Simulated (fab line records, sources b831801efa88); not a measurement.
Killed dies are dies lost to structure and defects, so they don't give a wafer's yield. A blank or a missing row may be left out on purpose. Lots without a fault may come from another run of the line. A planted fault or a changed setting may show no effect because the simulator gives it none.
Which tool did it? | flow sky130 | 12 lots, 36 wafers sampled, at 3 steps of a route of 708

WHAT THE GAUGES READ, wafer by wafer
SKY_VT_ADJUST_HVTP_TW_MEAS_11.
lot  | measured    | on            | VT_ADJUST_HVTP_TW
L828 | day 6 02:34 | film_metro-02 | 1372 1383 1380
L829 | day 6 10:26 | film_metro-04 | 1356 1354 1354
L830 | day 6 17:42 | film_metro-01 | 1356 1360 1365
L831 | day 7 02:26 | film_metro-02 | 1361 1365 1364
L832 | day 7 04:02 | film_metro-04 | 1362 1368 1359
L833 | day 7 12:39 | film_metro-01 | 1365 1367 1367
L834 | day 7 17:43 | film_metro-04 | 1360 1370 1361
L835 | day 7 23:58 | film_metro-02 | 1366 1374 1376
L836 | day 8 05:24 | film_metro-02 | 968 966 967
L837 | day 8 09:14 | film_metro-02 | 964 971 966
L838 | day 8 22:14 | film_metro-04 | 954 959 964
L839 | day 9 04:00 | film_metro-04 | 955 954 951

SKY_SONOS_ONO_OVL_MEAS_14.
lot  | measured     | on         | SONOS_ONO_OVL (nm)
L828 | day 12 13:30 | overlay-01 | -0.5 -1.8 -0.7
L829 | day 12 23:18 | overlay-02 | 0.4 1.2 -0.3
L830 | day 13 13:24 | overlay-02 | -0.9 -0.3 1.3
L831 | day 13 20:48 | overlay-02 | 2.7 2.5 3.4
L832 | day 13 22:36 | overlay-01 | 0.3 -1.0 -0.8
L833 | day 14 07:06 | overlay-02 | 1.7 0.3 0.8
L834 | day 14 13:20 | overlay-02 | -1.0 0.3 1.0
L835 | day 14 20:26 | overlay-01 | 1.5 1.7 2.3
L836 | day 15 05:39 | overlay-02 | -1.4 -2.2 -0.6
L837 | day 15 08:06 | overlay-02 | 1.5 -0.2 -0.1
L838 | day 16 03:10 | overlay-01 | -1.8 -0.6 0.1
L839 | day 16 11:42 | overlay-02 | -0.4 0.7 1.1

WHICH TOOL RAN EACH LOT (tool, then ch and the chambers of the sampled wafers, then the start)
lot  | SKY_VT_ADJUST_HVTP_IMPLANT_09
L828 | implanter-04 ch 0, day 6 02:19
L829 | implanter-04 ch 0, day 6 10:13
L830 | implanter-03 ch 0, day 6 17:28
L831 | implanter-02 ch 0, day 7 02:11
L832 | implanter-04 ch 0, day 7 03:49
L833 | implanter-04 ch 0, day 7 12:26
L834 | implanter-04 ch 0, day 7 17:28
L835 | implanter-02 ch 0, day 7 23:43
L836 | implanter-04 ch 0, day 8 05:10
L837 | implanter-02 ch 0, day 8 09:01
L838 | implanter-02 ch 0, day 8 22:01
L839 | implanter-03 ch 0, day 9 03:46
- SKY_VT_ADJUST_HVTP_IMPLANT_09

WHAT THE TOOLS THEMSELVES READ (means of the sampled wafers that have a number; where no wafer has one, the mark that the record gives instead)
SKY_VT_ADJUST_HVTP_IMPLANT_09.
lot  | tool         | beam_on_s (s)
L828 | implanter-04 | 10.03
L829 | implanter-04 | 9.95
L830 | implanter-03 | 10.25
L831 | implanter-02 | 9.96
L832 | implanter-04 | 9.91
L833 | implanter-04 | 9.98
L834 | implanter-04 | 10.21
L835 | implanter-02 | 10.04
L836 | implanter-04 | 10.16
L837 | implanter-02 | 9.92
L838 | implanter-02 | 10.12
L839 | implanter-03 | 10.23

THE ANSWER, worked out from the rows above alone
Rule: what is usual is taken from the lots themselves. Put in order of their means at a reading, lots are off if they are a third of the lots or fewer, leave a main group of 4 or more, and stand apart from it by a gap of 3 or more times the standard deviation of the main group's means; of several such gaps the widest counts. A main group whose means are all the same, to the digits that the tables above print for the reading, isn't used. A lot without any number at a reading at which 4 lots or more have one is off too. The other lots that the step has rows for count as sound. The gauges are gone through in route order, then the tools' own readings, and for those a lot's mean is taken as printed above. The first step at which some lot is off is used, and at that step the reading that is off furthest; a lot without a number counts as furthest.
Off: L836, L837, L838, L839, at SKY_VT_ADJUST_HVTP_TW_MEAS_11 (VT_ADJUST_HVTP_TW). The main group: mean 1365, standard deviation 6.8.
A tool fits if, at a process step before that reading, it ran every lot that is off, and no sound lot after the first of them. The gauges at SKY_VT_ADJUST_HVTP_TW_MEAS_11 are tried like those tools. None of those tried fits.

WHAT THE SIMULATOR HAD PUT IN
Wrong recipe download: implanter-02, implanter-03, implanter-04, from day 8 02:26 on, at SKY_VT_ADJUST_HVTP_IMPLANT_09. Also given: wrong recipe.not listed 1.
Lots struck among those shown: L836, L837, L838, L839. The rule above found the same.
